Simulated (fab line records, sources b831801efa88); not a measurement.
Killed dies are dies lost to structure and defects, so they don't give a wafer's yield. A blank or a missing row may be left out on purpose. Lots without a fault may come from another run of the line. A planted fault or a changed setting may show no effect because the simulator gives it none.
A struck lot beside a sound one | flow sky130 | 15 steps out of a route of 708
Sound: wafers L695.1, L695.4, L695.5. Struck: wafers L713.2, L713.4. The cause comes at the end.
At each step with rows: each side's tool, then ch and its chambers, then its first start. Under that, the readings that differ: sound wafers | struck wafers | difference of the means | sigmas: that difference in standard deviations of wafers without a fault.
alike: readings whose means differ by less than 2 such deviations, and words and numbers that are the same on both sides. not compared: withheld readings, readings that some wafer has no value for, bounds like >300 that may hide the same value, and numbers for which the record gives no deviation and whose values overlap.
The two part at a step that has a row with sigmas, a row that says differs or no value, or rows on one side only. Numbers that don't overlap but have no deviation are shown without sigmas and don't part them. A reading that every wafer of one side lacks parts them only if that side has two wafers or more.

first, 8 steps without rows for these wafers: SKY_FIELD_ISO_DEHYDRATE_05 (time 60 s); SKY_FIELD_ISO_HMDS_06 (prime time 60 s); SKY_FIELD_ISO_COAT_07 (resist thk 60 nm); SKY_FIELD_ISO_COAT_08 (resist thk 450 nm); SKY_FIELD_ISO_SOFTBAKE_09 (time 90 s); SKY_FIELD_ISO_EXPOSE_10 (exposes mask FOM, target cd 150 nm); SKY_FIELD_ISO_PEB_11; SKY_FIELD_ISO_DEVELOP_12 (develop time 60 s).
SKY_FIELD_ISO_CD_MEAS_13: target cd 150 nm.
  sound on cd_sem-02, day 2 11:47; struck on cd_sem-01, day 7 01:11
  alike: cd_nm
SKY_FIELD_ISO_ETCH_14: etches BARC in N2/H2, stops on SiO2, time 45.9 s, target depth 60 nm.
  sound on rie_diel-02 ch 0,2,3, day 2 11:54; struck on rie_diel-02 ch 0,1, day 7 01:17
  alike: drypump_motor_current_A, h2_flow_sccm, oes_product_au, run_length_s, throttle_valve_pct
  not compared: rf_hours_counter_h
SKY_FIELD_ISO_ETCH_15: etches the open film in CHF3/O2, stops on Si, target depth 180 nm, time 72 s.
  sound on rie_diel-02 ch 0,2,3, day 2 11:56; struck on rie_diel-02 ch 0,1, day 7 01:20
  alike: drypump_motor_current_A, oes_product_au, run_length_s, throttle_valve_pct
  not compared: rf_hours_counter_h
SKY_FIELD_ISO_STRIP_16: strips in O2/N2.
  sound on plasma_asher-01 ch 0,1, day 2 12:00; struck on plasma_asher-03 ch 0,1, day 7 01:23
  alike: drypump_motor_current_A, oes_product_au, strip_time_to_endpoint_s
  not compared: rf_hours_counter_h
SKY_FIELD_ISO_ETCH_17: etches Si in HBr/Cl2/O2, target depth 342 nm, time 97.7 s.
  sound on rie_si-01 ch 0,1,3, day 2 12:06; struck on rie_si-01 ch 0,1, day 7 01:29
  reading                               | sound             | struck      | difference | sigmas
  run_length_s (s)                      | 126.0 125.9 126.3 | 129.1 129.1 | +3.0       | +8
  model.FIELD_ISO.feature_depth_nm (nm) | 341 341.5 339.7   | 354.7 353.3 | +13.3      |
  model.etch.depth_nm (nm)              | 341 341.5 339.7   | 354.7 353.3 | +13.3      |
  alike: HBr_flow_sccm, drypump_motor_current_A, oes_product_au, throttle_valve_pct
  not compared: rf_hours_counter_h
then, 1 step without rows for these wafers: SKY_FIELD_ISO_WET_ETCH_18 (etches Si3N4 in H3PO4, target depth 25 nm, time 286 s).
-- the record jumps here: 44 days lie between the struck wafers' starts before and after (it left off in module FIELD_ISO and takes up again in module PAD_OPEN, whose first step shown is number 708 of the route) --
SKY_PAD_OPEN_PROBE_99:
  sound on prober-02, day 47 03:42; struck on prober-01, day 51 08:53
  reading                                 | sound                         | struck              | difference | sigmas
  model.etest.res_p_drift_20v.line_ohm_um | 1.146e+04 1.147e+04 1.146e+04 | 1.169e+04 1.166e+04 | +2.117e+02 |
  model.etest.res_p_drift_20v.rs_ohm_sq   | 9494 9392 9323                | 9854 9652           | +350       |
  model.etest.pfet_16v.r_on_ohm_um        | 1.514e+04 1.501e+04 1.493e+04 | 1.549e+04 1.546e+04 | +4.483e+02 |
  model.etest.cap_poly_to_well.c_af_um2   | 92.76 92.36 93.12             | 90.82 88.19         | -3.24      |
  alike: killed_at_M0_to_M3, killed_at_M4_up, killed_at_contacts, killed_at_front_end, killed_at_other, killed_dies, killed_open, killed_short

WHERE THEY PART
Only at SKY_FIELD_ISO_ETCH_17, within this record. Later steps at which nothing parts them and some readings are alike: SKY_PAD_OPEN_PROBE_99.

WHY: what the simulator had put in
Process parameter drift: rie_si-01, from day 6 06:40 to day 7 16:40, at SKY_FIELD_ISO_ETCH_17. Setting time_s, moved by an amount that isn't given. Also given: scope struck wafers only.
